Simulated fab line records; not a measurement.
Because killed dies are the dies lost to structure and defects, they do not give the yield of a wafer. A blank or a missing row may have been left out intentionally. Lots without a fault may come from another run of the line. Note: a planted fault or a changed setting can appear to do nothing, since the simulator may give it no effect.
Chamber matching + flow sky130 + SKY_VIA4_CMP_02 on cmp-01: 4 sister chambers
The step polishes SiO2. 4 wafers are shown with their chamber, then 12 later ones without.

== WAFERS WITH THEIR CHAMBER ==
| wafer  | chamber | motor_current_A (A) |
|--------|---------|---------------------|
| L087.5 | 0       | 12.8                |
| L087.6 | 3       | 12.9                |
| L088.1 | 2       | 13.1                |
| L088.6 | 1       | 13.6                |

== WAFERS WITH NO CHAMBER GIVEN ==
| wafer  | motor_current_A (A) |
|--------|---------------------|
| L092.1 | 14.1                |
| L092.2 | 12.4                |
| L092.6 | 13.6                |
| L092.3 | 13.1                |
| L092.4 | 12.9                |
| L092.5 | 13.4                |
| L093.3 | 13.5                |
| L093.4 | 12.8                |
| L093.6 | 13.2                |
| L095.1 | 12.9                |
| L095.4 | 12.6                |
| L095.6 | 12.6                |

== THE CHAMBER EACH PASSED THROUGH ==
| wafer  | from the rows above               | in truth                   |
|--------|-----------------------------------|----------------------------|
| L092.1 | 1                                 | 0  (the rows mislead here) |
| L092.2 | can't be placed: 0 or 3 or 2      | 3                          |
| L092.6 | 1                                 | 1                          |
| L092.3 | can't be placed: 2 or 3 or 0      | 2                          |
| L092.4 | can't be placed: 3 or 0 or 2      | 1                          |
| L092.5 | can't be placed: 1 or 2 or 3 or 0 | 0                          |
| L093.3 | can't be placed: 1 or 2           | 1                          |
| L093.4 | can't be placed: 0 or 3 or 2      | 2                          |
| L093.6 | can't be placed: 2 or 3 or 0 or 1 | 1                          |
| L095.1 | can't be placed: 3 or 0 or 2      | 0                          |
| L095.4 | can't be placed: 0 or 3 or 2      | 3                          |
| L095.6 | can't be placed: 0 or 3 or 2      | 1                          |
Correct placement for 1 of the 12. Not placeable from these rows: 10 (in 8, the candidates include the true chamber). Placed wrongly: 1.
How it was worked out, from the rows above alone: a wafer's distance from a chamber is the root of the sum, over the readings, of the square of ((its reading less the chamber's mean) divided by the reading's scatter). If the next closest chamber is less than 2 further off than the closest, the wafer can't be placed; otherwise it belongs to the closest. Each chamber's mean is taken over the wafers shown for it. The scatter (one wafer shown for each chamber): square how far every hidden wafer sits from the nearest shown wafer, average those squares and take the square root.
